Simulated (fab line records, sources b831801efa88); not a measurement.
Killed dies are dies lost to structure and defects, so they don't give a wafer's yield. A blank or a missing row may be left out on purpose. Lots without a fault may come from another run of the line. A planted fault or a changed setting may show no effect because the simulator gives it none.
A struck lot beside a sound one | flow sky130 | 17 steps out of a route of 708
Sound: wafers L305.4, L305.5, L305.6. Struck: wafer L312.4. (L312.2 of the same lot was not struck and is left out.) The cause comes at the end.
At each step with rows: each side's tool, then ch and its chambers, then its first start. Under that, the readings that differ: sound wafers | struck wafers | difference of the means | sigmas: that difference in standard deviations of wafers without a fault.
alike: readings whose means differ by less than 2 such deviations, and words and numbers that are the same on both sides. not compared: withheld readings, readings that some wafer has no value for, bounds like >300 that may hide the same value, and numbers for which the record gives no deviation and whose values overlap.
The two part at a step that has a row with sigmas, a row that says differs or no value, or rows on one side only. Numbers that don't overlap but have no deviation are shown without sigmas and don't part them. A reading that every wafer of one side lacks parts them only if that side has two wafers or more.

SKY_LOCAL_INTERCONNECT_RS_MEAS_01: measures by four-point-probe.
  sound on film_metro-04, day 31 14:10; struck on film_metro-04, day 33 19:13
  alike: LOCAL_INTERCONNECT_TIN_RS
SKY_LOCAL_INTERCONNECT_THK_MEAS_02: measures by xrf.
  sound on film_metro-04, day 31 14:16; struck on film_metro-04, day 33 19:20
  alike: LOCAL_INTERCONNECT_TIN_THK
then, 8 steps without rows for these wafers: SKY_LOCAL_INTERCONNECT_DEHYDRATE_03 (time 60 s); SKY_LOCAL_INTERCONNECT_HMDS_04 (prime time 60 s); SKY_LOCAL_INTERCONNECT_COAT_05 (resist thk 60 nm); SKY_LOCAL_INTERCONNECT_COAT_06 (resist thk 450 nm); SKY_LOCAL_INTERCONNECT_SOFTBAKE_07 (time 90 s); SKY_LOCAL_INTERCONNECT_EXPOSE_08 (exposes mask LI1M, target cd 170 nm); SKY_LOCAL_INTERCONNECT_PEB_09; SKY_LOCAL_INTERCONNECT_DEVELOP_10 (develop time 60 s).
SKY_LOCAL_INTERCONNECT_CD_MEAS_11: target cd 170 nm.
  sound on cd_sem-02, day 32 17:20; struck on cd_sem-02, day 34 21:37
  alike: cd_nm
SKY_LOCAL_INTERCONNECT_OVL_MEAS_12:
  sound on overlay-01, day 32 17:25; struck on overlay-01, day 34 21:43
  alike: LOCAL_INTERCONNECT_OVL
SKY_LOCAL_INTERCONNECT_ETCH_13: etches BARC in N2/H2, stops on SiO2, time 45.9 s, target depth 60 nm.
  sound on rie_metal-01 ch 0,1, day 32 17:28; struck on rie_metal-01 ch 1, day 34 21:44
  reading                                                   | sound             | struck | difference | sigmas
  model.KrF-thick_of_LOCAL_INTERCONNECT_COAT_06.thk_nm (nm) | 392.2 393.8 392.6 | 370.6  | -22.3      |
  model.LOCAL_INTERCONNECT.cd_nm (nm)                       | 168.6 168.1 167.2 | 166.4  | -1.6       |
  model.SiO2_of_SONOS_ONO_CVD_04.thk_nm (nm)                | 4.186 4.286 4.21  | 3.059  | -1.168     |
  alike: bias_w, chamber_pressure_mTorr, drypump_motor_current_A, n2_flow_sccm, oes_product_au, throttle_valve_pct
  not compared: rf_hours_counter_h
SKY_LOCAL_INTERCONNECT_METAL_ETCH_14: etches TiN in Cl2/BCl3, stops on PSG, target depth 110 nm, time 31.4 s.
  sound on rie_metal-01 ch 0,1, day 32 17:31; struck on rie_metal-01 ch 1, day 34 21:49
  reading                                                   | sound             | struck | difference | sigmas
  model.KrF-thick_of_LOCAL_INTERCONNECT_COAT_06.thk_nm (nm) | 348.6 350.6 348.6 | 328    | -21        |
  model.LOCAL_INTERCONNECT.cd_nm (nm)                       | 168.8 168.5 167.4 | 166.1  | -2.1       |
  alike: bias_w, chamber_pressure_mTorr, drypump_motor_current_A, oes_product_au, throttle_valve_pct
  not compared: rf_hours_counter_h
SKY_LOCAL_INTERCONNECT_STRIP_15: strips in O2/N2.
  sound on plasma_asher-03 ch 0,1, day 32 17:35; struck on plasma_asher-03 ch 1, day 34 21:52
  reading                      | sound             | struck | difference | sigmas
  strip_time_to_endpoint_s (s) | 4.726 4.756 4.733 | 4.493  | -0.245     | -10
  alike: chamber_pressure_mTorr, drypump_motor_current_A, n2_flow_sccm, oes_product_au
  not compared: rf_hours_counter_h
then, 1 step without rows for these wafers: SKY_LOCAL_INTERCONNECT_STRIP_16 (strips in post etch residue remover, time 1200 s).
-- the record jumps here: 14 days lie between the struck wafers' starts before and after (it left off in module LOCAL_INTERCONNECT and takes up again in module PAD_OPEN, whose first step shown is number 708 of the route) --
SKY_PAD_OPEN_PROBE_99:
  sound on prober-01, day 47 12:02; struck on prober-02, day 49 02:57
  reading                        | sound             | struck | difference | sigmas
  killed_at_front_end            | 12 12 12          | 24     | +12        | +3
  killed_open                    | 44 33 48          | 59     | +17        | +2
  model.etest.res_li.line_ohm_um | 74.77 74.96 74.78 | 75.71  | +0.87      |
  alike: killed_at_M0_to_M3, killed_at_M4_up, killed_at_contacts, killed_at_other, killed_dies, killed_short

WHERE THEY PART
First at SKY_LOCAL_INTERCONNECT_STRIP_15; last, within this record, at SKY_PAD_OPEN_PROBE_99.

WHY: what the simulator had put in
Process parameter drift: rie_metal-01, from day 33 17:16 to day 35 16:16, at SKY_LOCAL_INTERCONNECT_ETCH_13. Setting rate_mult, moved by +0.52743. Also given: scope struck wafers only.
